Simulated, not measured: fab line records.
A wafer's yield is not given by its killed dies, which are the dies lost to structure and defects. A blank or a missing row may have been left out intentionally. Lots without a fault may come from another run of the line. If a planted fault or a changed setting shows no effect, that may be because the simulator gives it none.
Matching of chambers | flow sky130 | SKY_VIA2_CMP_02 on cmp-02: 4 sister chambers
The step polishes SiO2. 16 wafers are shown with their chamber, then 8 later ones without.

## WAFERS, EACH WITH ITS CHAMBER
wafer  | chamber | motor-current-A (A) | slurry-flow-ml-min | head-pressure-psi (psi)
L831.2 | 1       | 11.7                | 150.3              | 4.006
L831.3 | 0       | 10.4                | 150.0              | 4.000
L831.5 | 0       | 10.3                | 150.5              | 4.017
L833.3 | 0       | 10.6                | 150.7              | 4.011
L833.4 | 1       | 12.1                | 150.3              | 3.994
L833.6 | 0       | 10.2                | 150.6              | 4.001
L841.3 | 1       | 12.1                | 149.8              | 3.990
L841.4 | 3       | 11.5                | 150.3              | 3.996
L841.6 | 1       | 11.8                | 149.9              | 3.995
L845.2 | 1       | 12.3                | 150.9              | 4.016
L845.4 | 3       | 11.3                | 150.1              | 3.991
L845.5 | 1       | 12.2                | 150.3              | 3.997
L847.2 | 0       | 10.5                | 150.0              | 3.992
L847.4 | 2       | 12.0                | 149.9              | 4.001
L847.5 | 2       | 12.5                | 150.1              | 4.015
L848.4 | 2       | 12.3                | 149.3              | 4.001

SIGNATURES (averages over the wafers above)
reading            | chamber 0 | chamber 1 | chamber 2 | chamber 3 | scatter within a chamber
motor-current-A    | 10.400    | 12.033    | 12.267    | 11.400    | 0.208
slurry-flow-ml-min | 150.360   | 150.250   | 149.767   | 150.200   | 0.362
head-pressure-psi  | 4.00420   | 3.99967   | 4.00567   | 3.99350   | 0.00909
Rule: distance of a wafer from a chamber = root of the sum over the readings of ((wafer's reading minus chamber's mean) / reading's scatter) squared. The wafer belongs to the nearest chamber; if the next one is less than 2 further off, it can't be placed. The scatter: take each reading less its chamber's mean, square it, sum over the shown wafers, divide by the number of wafers less the number of chambers, and take the root.

## WAFERS WITHOUT THEIR CHAMBER
wafer  | motor-current-A (A) | slurry-flow-ml-min | head-pressure-psi (psi)
L848.5 | 11.9                | 150.5              | 3.999
L848.6 | 12.1                | 149.6              | 4.010
L849.3 | 12.2                | 150.0              | 4.016
L849.4 | 11.5                | 149.8              | 4.005
L849.6 | 12.4                | 149.7              | 4.000
L854.1 | 11.5                | 150.1              | 4.004
L854.3 | 13.1                | 149.8              | 3.989
L854.6 | 12.1                | 150.0              | 3.999

## THE CHAMBER EACH PASSED THROUGH
wafer  | from the rows above          | in truth
L848.5 | can't be placed: 1 or 3 or 2 | 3
L848.6 | can't be placed: 2 or 1      | 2
L849.3 | can't be placed: 2 or 1      | 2
L849.4 | can't be placed: 3 or 1 or 2 | 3
L849.6 | can't be placed: 2 or 1      | 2
L854.1 | can't be placed: 3 or 1      | 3
L854.3 | can't be placed: 2 or 1      | 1
L854.6 | can't be placed: 1 or 2      | 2
0 of 8 placed correctly. Can't be placed from these rows: 8 (the true chamber is among the candidates in 8). Number placed wrongly: 0.
